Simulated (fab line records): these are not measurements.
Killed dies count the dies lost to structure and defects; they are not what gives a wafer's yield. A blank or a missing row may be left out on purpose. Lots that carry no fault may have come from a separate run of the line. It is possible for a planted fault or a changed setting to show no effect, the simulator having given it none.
2 desks looking at one fault ; flow sky130 ; what lay behind the numbers comes last; until then each desk has only its own

METROLOGY DESK
What the gauges read for every lot (on any tool): the sampled wafers with a number, averaged. If a lot's mean is further than 4 standard deviations from the usual mean, the lot is out of limits and carries the mark OUT (the distance appears in the brackets).
Columns: A = PASSIVATION_CVD_00_THK at SKY_PASSIVATION_THK_MEAS_01, usual 89.8 nm; B = PASSIVATION_CVD_02_THK at SKY_PASSIVATION_THK_MEAS_03, usual 541 nm
lot;first seen here;A;B
L692;day 44 04:29;89.2;537
L694;day 44 13:22;90.2;537
L696;day 44 22:31;90.4;538
L695;day 45 12:16;91.7;536
L697;day 45 19:50;91.4;544
L700;day 46 17:34;90.4;540
L702;day 47 04:12;90.0;541
L709;day 48 09:57;89.6;551
L710;day 48 13:19;88.5;543
L712;day 48 21:59;89.3;540
L713;day 49 03:51;88.6;540
This desk found nothing out of limits on any of the 11 lots.

DESK OF THE TOOL OWNER: pecvd-01
The tool's own readings at SKY_PASSIVATION_CVD_02 (deposits Si3N4, target thk 540 nm): means of the sampled wafers that have a number, for each lot that ran on this tool. If a lot's mean is further than 4 standard deviations from the usual mean, the lot is out of limits and carries the mark OUT (the distance appears in the brackets).
Columns: A = heater power w at SKY_PASSIVATION_CVD_02, usual 713 W
lot;first seen here;A
L696;day 44 22:34;709
L695;day 45 12:19;550
L700;day 46 17:36;643
L709;day 48 10:01;794
This desk found nothing out of limits on any of the 4 lots.

ALL TOGETHER
From the metrology desk's view, nothing was out of limits.
The tool owner's desk saw nothing out of limits.

WHAT HAD BEEN PUT IN BY THE SIMULATOR
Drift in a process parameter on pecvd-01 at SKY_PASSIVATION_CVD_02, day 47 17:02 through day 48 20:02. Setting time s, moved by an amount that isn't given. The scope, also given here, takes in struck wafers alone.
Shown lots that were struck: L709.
